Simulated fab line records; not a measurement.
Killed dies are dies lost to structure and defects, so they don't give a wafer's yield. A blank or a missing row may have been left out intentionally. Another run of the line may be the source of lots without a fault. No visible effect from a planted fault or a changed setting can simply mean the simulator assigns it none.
Which of the tools did it?	flow sky130	Sampling: 11 lots, 33 wafers, 2 of 708 route steps

== WHAT THE GAUGES SHOWED, per wafer ==
SKY_METAL4_CD_MEAS_13 targets a cd of 300 nm. Usual: 299.6 nm for cdNm, sd 1.4.
lot	measured	on	cdNm (nm)	flag
L841	day 41 20:14	cdSem-01	298.2 298.5 299.6	
L842	day 41 21:31	cdSem-02	298.9 299.0 299.2	
L843	day 42 10:28	cdSem-01	298.8 299.6 300.4	
L844	day 42 18:41	cdSem-01	296.6 296.2 297.4	
L847	day 43 12:05	cdSem-02	299.6 299.6 298.7	
L848	day 44 08:32	cdSem-02	298.2 298.9 298.5	
L851	day 44 18:32	cdSem-01	302.7 301.7 301.3	
L855	day 45 15:48	cdSem-02	299.8 301.6 300.8	
L856	day 45 20:47	cdSem-01	298.7 299.0 297.0	
L858	day 46 09:52	cdSem-02	298.5 298.8 300.1	
L859	day 46 17:50	cdSem-02	300.5 299.8 299.4	

== WHICH TOOL RAN EACH LOT (tool, then ch and the chambers of the sampled wafers, then the start) ==
lot	SKY_METAL3_STRIP_19
L841	plasmaAsher-01 ch 0,1, day 38 16:18
L842	plasmaAsher-01 ch 0,1, day 38 16:59
L843	plasmaAsher-02 ch 0,1, day 39 07:13
L844	plasmaAsher-02 ch 0,1, day 39 14:34
L847	plasmaAsher-02 ch 0,1, day 40 09:26
L848	plasmaAsher-02 ch 0,1, day 41 08:52
L851	plasmaAsher-03 ch 0,1, day 41 18:48
L855	plasmaAsher-02 ch 0,1, day 42 17:35
L856	plasmaAsher-02 ch 0,1, day 42 23:18
L858	plasmaAsher-02 ch 0,1, day 43 13:50
L859	plasmaAsher-01 ch 0,1, day 43 21:58
- SKY_METAL3_STRIP_19: strips in O2/N2.

== AS READ BY THE TOOLS THEMSELVES (means over the sampled wafers that have a number; for cases with no such wafer, the mark the record gives instead) ==
SKY_METAL3_STRIP_19. Usual: drypumpMotorCurrentA 5.6 A, standard deviation 0.67; oesProductAu 0.504 a.u., standard deviation 0.0068; stripTimeToEndpointS 6.57 s, standard deviation 0.11.
lot	tool	drypumpMotorCurrentA (A)	oesProductAu (a.u.)	stripTimeToEndpointS (s)	flag
L841	plasmaAsher-01	6.1	0.507	6.58	
L842	plasmaAsher-01	5.6	0.496	6.42	
L843	plasmaAsher-02	5.2	0.505	6.56	
L844	plasmaAsher-02	5.7	0.499	6.53	
L847	plasmaAsher-02	5.2	0.507	6.64	
L848	plasmaAsher-02	5.2	0.502	6.59	
L851	plasmaAsher-03	5.5	0.503	6.56	
L855	plasmaAsher-02	5.7	0.504	6.63	
L856	plasmaAsher-02	5.2	0.511	6.56	
L858	plasmaAsher-02	5.2	0.501	6.58	
L859	plasmaAsher-01	6.0	0.507	6.60	

== THE ANSWER, worked out from the rows above alone ==
Rule: a lot is off if the mean of its wafers that have a number lies more than 3 standard deviations from the usual mean. A lot without any number at a reading at which 4 lots or more have one is off too. Where the step has rows for the other lots, those lots are counted as sound. After the gauges, taken in route order, come the tools' own readings; for these a lot's mean is taken, as printed above. The first step at which some lot is off is used, and at that step the reading that is off furthest; a lot without a number counts as furthest.
Across all readings shown, no lot is off: no conclusion can be drawn from this.

== WHAT THE SIMULATOR HAD INSERTED ==
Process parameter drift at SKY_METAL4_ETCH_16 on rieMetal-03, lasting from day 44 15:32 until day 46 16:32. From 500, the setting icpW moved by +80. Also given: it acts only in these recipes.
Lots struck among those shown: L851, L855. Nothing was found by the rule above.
